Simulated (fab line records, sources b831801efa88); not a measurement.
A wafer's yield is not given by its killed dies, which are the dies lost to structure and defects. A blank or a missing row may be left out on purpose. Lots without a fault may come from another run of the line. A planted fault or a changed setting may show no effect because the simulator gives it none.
2 desks looking at one fault | flow gf180mcu | each desk has only its own numbers; what lay behind them comes last

== DESK OF THE TOOL OWNER: pvd-sputter-03 ==
The tool's own readings at GF_M2_SPUTTER_00 (material Ti, target thk 37.5 nm, time 150 s): means of the sampled wafers that have a number, for each lot that ran on this tool. A lot is out of limits, marked OUT, if its mean lies more than 4 standard deviations from the usual mean; the brackets give that distance.
Columns: A = chamber-pressure-pa at GF_M2_SPUTTER_00, usual 2.001 Pa; B = throttle-valve-pct at GF_M2_SPUTTER_00, usual 30.1 %
lot  | first seen here | A     | B
L936 | day 20 01:45    | 2.005 | 30.0
L938 | day 20 14:27    | 1.999 | 30.0
L946 | day 23 09:49    | 1.997 | 29.8
L948 | day 24 03:51    | 2.002 | 29.5
L954 | day 25 21:37    | 1.999 | 29.6
Finding of this desk: none of the 5 lots has anything out of limits.

== FROM THE METROLOGY DESK ==
Lot by lot, what the gauges showed, no matter which tool ran the lot: averages of those sampled wafers that carry a number. A lot is out of limits, marked OUT, if its mean lies more than 4 standard deviations from the usual mean; the brackets give that distance.
Columns: A = V1_OVL at GF_V1_OVL_MEAS_15, usual -2 nm; B = V1_W_RS at GF_V1_RS_MEAS_24, usual 0.329 ohm/sq; C = V1_W_THK at GF_V1_THK_MEAS_25, usual 331 nm
lot  | first seen here | A  | B     | C
L936 | day 20 00:20    | -2 | 0.328 | 334
L938 | day 20 13:04    | -3 | 0.332 | 331
L946 | day 23 08:26    | -4 | 0.330 | 334
L948 | day 24 02:23    | 9  | 0.327 | 328
L954 | day 25 20:13    | -7 | 0.330 | 323
Finding of this desk: none of the 5 lots has anything out of limits.

== BROUGHT TOGETHER ==
The desk of the tool owner found nothing out of limits.
At the metrology desk, nothing out of limits was observed.

== WHAT HAD BEEN PUT IN BY THE SIMULATOR ==
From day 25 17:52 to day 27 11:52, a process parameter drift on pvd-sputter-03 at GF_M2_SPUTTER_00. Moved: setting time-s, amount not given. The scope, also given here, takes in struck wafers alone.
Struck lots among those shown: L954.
